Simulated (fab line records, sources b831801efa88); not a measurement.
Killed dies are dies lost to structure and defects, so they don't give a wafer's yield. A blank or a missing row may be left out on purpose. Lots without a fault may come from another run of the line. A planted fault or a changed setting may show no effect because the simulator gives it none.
Chamber matching | flow sky130 | SKY_VIA2_ETCH_15 on rie_diel-01: 4 sister chambers
The step etches SiO2 in C4F8/O2/Ar, stops on TiN, target depth 546 nm, time 84 s. 36 wafers are shown with their chamber, then 12 later ones without.

WAFERS WITH THEIR CHAMBER
wafer  | chamber | oes_product_au (a.u.)
L079.1 | 1       | 0.937
L079.2 | 3       | 0.936
L079.4 | 2       | 0.939
L081.1 | 0       | 0.942
L081.2 | 1       | 0.937
L081.3 | 2       | 0.942
L082.1 | 0       | 0.940
L082.2 | 1       | 0.942
L082.3 | 3       | 0.939
L082.4 | 2       | 0.931
L082.5 | 1       | 0.942
L082.6 | 2       | 0.945
L083.1 | 2       | 0.942
L083.3 | 0       | 0.939
L083.5 | 2       | 0.939
L084.1 | 1       | 0.938
L084.3 | 0       | 0.938
L084.6 | 1       | 0.939
L086.1 | 2       | 0.933
L086.2 | 3       | 0.935
L086.3 | 1       | 0.937
L086.4 | 0       | 0.935
L086.5 | 2       | 0.941
L086.6 | 1       | 0.937
L087.1 | 1       | 0.940
L087.2 | 2       | 0.943
L087.3 | 0       | 0.943
L087.4 | 1       | 0.944
L087.5 | 2       | 0.932
L087.6 | 0       | 0.940
L088.1 | 2       | 0.930
L088.5 | 0       | 0.941
L088.6 | 2       | 0.942
L089.1 | 1       | 0.942
L089.2 | 0       | 0.938
L089.4 | 0       | 0.939

SIGNATURES (means of the wafers above)
reading        | chamber 0 | chamber 1 | chamber 2 | chamber 3 | scatter within a chamber
oes_product_au | 0.93950   | 0.93955   | 0.93825   | 0.93667   | 0.00366
Rule: a wafer's distance from a chamber is the root of the sum, over the readings, of the square of ((its reading less the chamber's mean) divided by the reading's scatter). The wafer belongs to the nearest chamber; if the next one is less than 2 further off, it can't be placed. The scatter: the root of (the sum of the squares of (reading less its chamber's mean) over the shown wafers, divided by (wafers less chambers)).

WAFERS WITHOUT THEIR CHAMBER
wafer  | oes_product_au (a.u.)
L091.2 | 0.948
L091.3 | 0.939
L091.6 | 0.946
L093.3 | 0.930
L093.4 | 0.944
L093.6 | 0.951
L095.3 | 0.938
L095.4 | 0.941
L095.6 | 0.938
L096.2 | 0.942
L096.5 | 0.942
L096.6 | 0.940

WHICH CHAMBER EACH WENT THROUGH
wafer  | from the rows above               | in truth
L091.2 | can't be placed: 1 or 0 or 2 or 3 | 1
L091.3 | can't be placed: 0 or 1 or 2 or 3 | 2
L091.6 | can't be placed: 1 or 0 or 2 or 3 | 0
L093.3 | can't be placed: 3 or 2 or 0 or 1 | 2
L093.4 | can't be placed: 1 or 0 or 2 or 3 | 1
L093.6 | can't be placed: 1 or 0 or 2 or 3 | 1
L095.3 | can't be placed: 2 or 3 or 0 or 1 | 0
L095.4 | can't be placed: 1 or 0 or 2 or 3 | 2
L095.6 | can't be placed: 2 or 3 or 0 or 1 | 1
L096.2 | can't be placed: 1 or 0 or 2 or 3 | 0
L096.5 | can't be placed: 1 or 0 or 2 or 3 | 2
L096.6 | can't be placed: 1 or 0 or 2 or 3 | 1
Placed correctly: 0 of 12. Can't be placed from these rows: 12 (the true chamber is among the candidates in 12). Placed wrongly: 0.
